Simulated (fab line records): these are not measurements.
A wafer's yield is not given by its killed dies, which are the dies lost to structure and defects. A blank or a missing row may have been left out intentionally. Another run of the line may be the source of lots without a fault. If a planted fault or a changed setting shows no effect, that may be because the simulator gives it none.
fab line records | flow sfq_line
record: lots: 5 | wafers: 23
route steps=325 shown M7@286 M8@313
start_h: hours from the record's first day to the start of the lot's first wafer shown | wait_h: hours from the lot's prior step to this one | " the same as in the row above | L1.1+2: one row covering several wafers at once | - no value, or no start given | * or withheld: withheld | < > ~ a bound
route shown NAME@n: names a module that has steps shown in the file, with the first one's number in the route | usual: average and standard deviation across the fault-free wafers | same: alike in all rows | chamber/n: place in a boat | sites: each site's reading | _std_site: standard deviation of those values | _edge_site: mean of outer sites minus mean of inner sites | radius_mm: for every site, how far away it sits from the centre of the wafer | mask NAME#n: copy n | behind: the tool/chamber that last shaped the wafer | hold: reason for holding the lot/hours on hold/outcome of the hold | device: transistor that didn't switch, given as n, p or np | end of line: the route-end tests of the same wafers | step lacking rows: just its recipe | killed: count of dies lost to structure and defects at first sort (not the wafer's yield) | map: per-die view of a wafer (x killed, . not killed, _ where there is no die)
set.NAME: the setting as run; set.NAME@STEP: as run at that earlier step | model.NAME: the simulator's own value behind a step, which no gauge read
lots where settings were altered on purpose, with a table for each step and a row for each wafer
== steps ==
step: SFQ_TRILAYER_M7_LITHO_COAT_177
recipe: resist: KrF | spin_rpm: 3000 | resist_thk_nm: 600
lot.wafer | tool           | chamber | start_h | wait_h | set.resist_thk_nm | model.KrF_of_TRILAYER_M7_LITHO_COAT_177.thk_nm
L078.1    | litho_track-01 | 0       | 1649.90 | 0.2    | 569.5             | 567.4
L078.2    | "              | 0       | "       | "      | 600               | 599.9
L078.3    | "              | 0       | "       | "      | 600               | 599.8
L078.4    | "              | 0       | "       | "      | 569.5             | 568.8
L078.5    | "              | 0       | "       | "      | 600               | 600
L079.2    | litho_track-02 | 0       | 1661.74 | 0.2    | 600               | 601.4
L079.3    | "              | 0       | "       | "      | 612.6             | 614.4
L079.4    | "              | 0       | "       | "      | 600               | 601.8
L079.5    | "              | 0       | "       | "      | 600               | 602
L079.6    | "              | 0       | "       | "      | 612.6             | 613.9
L080.2    | litho_track-02 | 0       | 1669.43 | 0.2    | 600               | 597.4
L080.3    | "              | 0       | "       | "      | 628.2             | 626.4
L080.4    | "              | 0       | "       | "      | 628.2             | 628.3
L080.5    | "              | 0       | "       | "      | 628.2             | 627.5
L080.6    | "              | 0       | "       | "      | 600               | 598.9
L084.1    | litho_track-02 | 0       | 1868.81 | 0.2    | 600               | 601.7
L084.2    | "              | 0       | "       | "      | 600               | 601.1
L084.3    | "              | 0       | "       | "      | 600               | 601.2
L085.1    | litho_track-01 | 0       | 1875.98 | 0.2    | 600               | 601
L085.3    | "              | 0       | "       | "      | 580.1             | 579.7
L085.4    | "              | 0       | "       | "      | 600               | 600.9
L085.5    | "              | 0       | "       | "      | 600               | 600.3
L085.6    | "              | 0       | "       | "      | 580.1             | 581.2
step: SFQ_TRILAYER_M7_LITHO_SOFTBAKE_181
recipe: temp_c: withheld | time_s: withheld | resist: KrF
step: SFQ_TRILAYER_M7_LITHO_EXPOSE_178
recipe: mask_id: M7 | na: 0.6 | source_shape: conventional | sigma_outer: 0.65 | target_cd_nm: 500 | dose_mj: 14.4
step: SFQ_TRILAYER_M7_LITHO_DEVELOP_179
recipe: time_s: 60 | resist: KrF
step: SFQ_TRILAYER_M7_BARC_OPEN_METAL_ETCH_229
recipe: mask_material: PR | chemistry: O2 | target_depth_nm: 125 | target: BARC | icp_w: 600 | bias_w: 80 | pressure_mtorr: 10 | time_s: 41.7
lot.wafer | tool         | chamber | start_h | wait_h | set.resist_thk_nm@TRILAYER_M7_LITHO_COAT_177 | model.KrF_of_TRILAYER_M7_LITHO_COAT_177.thk_nm
L078.1    | rie_metal-01 | 0       | 1655.36 | 0.0    | 569.5                                        | 491.3
L078.2    | "            | 1       | "       | "      | 600                                          | 523
L078.3    | "            | 1       | "       | "      | 600                                          | 522.3
L078.4    | "            | 0       | "       | "      | 569.5                                        | 492.7
L078.5    | "            | 1       | "       | "      | 600                                          | 522.8
L079.2    | rie_metal-01 | 1       | 1664.41 | 0.0    | 600                                          | 523.9
L079.3    | "            | 0       | "       | "      | 612.6                                        | 538.1
L079.4    | "            | 1       | "       | "      | 600                                          | 524.4
L079.5    | "            | 0       | "       | "      | 600                                          | 526.2
L079.6    | "            | 1       | "       | "      | 612.6                                        | 536.9
L080.2    | rie_metal-01 | 0       | 1672.21 | 0.0    | 600                                          | 520.6
L080.3    | "            | 0       | "       | "      | 628.2                                        | 550.4
L080.4    | "            | 1       | "       | "      | 628.2                                        | 550.9
L080.5    | "            | 0       | "       | "      | 628.2                                        | 551.5
L080.6    | "            | 1       | "       | "      | 600                                          | 521.3
L084.1    | rie_metal-04 | 1       | 1873.67 | 0.0    | 600                                          | 524.9
L084.2    | "            | 0       | "       | "      | 600                                          | 525.1
L084.3    | "            | 1       | "       | "      | 600                                          | 523.7
L085.1    | rie_metal-04 | 0       | 1879.67 | 0.0    | 600                                          | 524.6
L085.3    | "            | 0       | "       | "      | 580.1                                        | 503.2
L085.4    | "            | 1       | "       | "      | 600                                          | 523.8
L085.5    | "            | 1       | "       | "      | 600                                          | 523.5
L085.6    | "            | 0       | "       | "      | 580.1                                        | 505
step: SFQ_TRILAYER_M7_ETCH_METAL_ETCH_180
recipe: target: Nb | stop_on: SiO2 | mask_material: PR | chemistry: Cl2/Ar | target_depth_nm: 240 | icp_w: 600 | bias_w: 80 | pressure_mtorr: 10 | time_s: 120
lot.wafer | tool         | chamber | start_h | wait_h | set.resist_thk_nm@TRILAYER_M7_LITHO_COAT_177 | model.KrF_of_TRILAYER_M7_LITHO_COAT_177.thk_nm
L078.1    | rie_metal-01 | 0       | 1655.42 | 0.0    | 569.5                                        | 352.5
L078.2    | "            | 1       | "       | "      | 600                                          | 381.6
L078.3    | "            | 1       | "       | "      | 600                                          | 380.8
L078.4    | "            | 0       | "       | "      | 569.5                                        | 353.9
L078.5    | "            | 1       | "       | "      | 600                                          | 381.5
L079.2    | rie_metal-01 | 1       | 1664.47 | 0.0    | 600                                          | 381.3
L079.3    | "            | 0       | "       | "      | 612.6                                        | 399.3
L079.4    | "            | 1       | "       | "      | 600                                          | 381.5
L079.5    | "            | 0       | "       | "      | 600                                          | 387
L079.6    | "            | 1       | "       | "      | 612.6                                        | 394.5
L080.2    | rie_metal-01 | 0       | 1672.27 | 0.0    | 600                                          | 383
L080.3    | "            | 0       | "       | "      | 628.2                                        | 413.9
L080.4    | "            | 1       | "       | "      | 628.2                                        | 408.8
L080.5    | "            | 0       | "       | "      | 628.2                                        | 413.4
L080.6    | "            | 1       | "       | "      | 600                                          | 381.1
L084.1    | rie_metal-04 | 1       | 1873.73 | 0.0    | 600                                          | 384.8
L084.2    | "            | 0       | "       | "      | 600                                          | 385.8
L084.3    | "            | 1       | "       | "      | 600                                          | 382.7
L085.1    | rie_metal-04 | 0       | 1879.73 | 0.0    | 600                                          | 384.5
L085.3    | "            | 0       | "       | "      | 580.1                                        | 363.2
L085.4    | "            | 1       | "       | "      | 600                                          | 382.4
L085.5    | "            | 1       | "       | "      | 600                                          | 381.6
L085.6    | "            | 0       | "       | "      | 580.1                                        | 365.9
step: SFQ_TRILAYER_M8_LITHO_COAT_193
recipe: resist: KrF | spin_rpm: 3000 | resist_thk_nm: 600
lot.wafer | tool           | chamber | start_h | wait_h | set.resist_thk_nm | model.KrF_of_TRILAYER_M8_LITHO_COAT_193.thk_nm
L078.1    | litho_track-01 | 0       | -       | -      | 600               | 601.5
L078.2    | "              | 0       | "       | "      | 573.1             | 574.2
L078.3    | "              | 0       | "       | "      | 600               | 601.2
L078.4    | "              | 0       | "       | "      | 600               | 601.3
L078.5    | "              | 0       | "       | "      | 573.1             | 574.9
L079.2    | litho_track-01 | 0       | -       | -      | 577.3             | 573.5
L079.3    | "              | 0       | "       | "      | 577.3             | 575.5
L079.4    | "              | 0       | "       | "      | 600               | 598.1
L079.5    | "              | 0       | "       | "      | 600               | 597.5
L079.6    | "              | 0       | "       | "      | 600               | 598.6
L080.2    | litho_track-01 | 0       | -       | -      | 600               | 601.6
L080.3    | "              | 0       | "       | "      | 600               | 600.5
L080.4+6  | "              | 0       | "       | "      | 590.8             | 590.1
L080.5    | "              | 0       | "       | "      | 600               | 599.9
L084.1    | litho_track-01 | 0       | -       | -      | 600               | 595.3
L084.2    | "              | 0       | "       | "      | 600               | 597.6
L084.3    | "              | 0       | "       | "      | 600               | 597.2
L085.1    | litho_track-01 | 0       | -       | -      | 612.1             | 614.6
L085.3    | "              | 0       | "       | "      | 600               | 601.7
L085.4    | "              | 0       | "       | "      | 600               | 603.7
L085.5    | "              | 0       | "       | "      | 612.1             | 614.9
L085.6    | "              | 0       | "       | "      | 600               | 602.6
== key ==
split: step: SFQ_TRILAYER_M7_LITHO_COAT_177 | setting: resist_thk_nm | stated: 600 | by: wafer
response: step: SFQ_TRILAYER_M7_LITHO_COAT_177 | reading: model.KrF_of_TRILAYER_M7_LITHO_COAT_177.thk_nm | change: +6.2 | per: 1% | r: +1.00
response: step: SFQ_TRILAYER_M7_BARC_OPEN_METAL_ETCH_229 | reading: model.KrF_of_TRILAYER_M7_LITHO_COAT_177.thk_nm | change: +6.14 | per: 1% | r: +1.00
response: step: SFQ_TRILAYER_M7_ETCH_METAL_ETCH_180 | reading: model.KrF_of_TRILAYER_M7_LITHO_COAT_177.thk_nm | change: +5.89 | per: 1% | r: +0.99
split: step: SFQ_TRILAYER_M8_LITHO_COAT_193 | setting: resist_thk_nm | stated: 600 | by: wafer
response: step: SFQ_TRILAYER_M8_LITHO_COAT_193 | reading: model.KrF_of_TRILAYER_M8_LITHO_COAT_193.thk_nm | change: +6.12 | per: 1% | r: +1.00
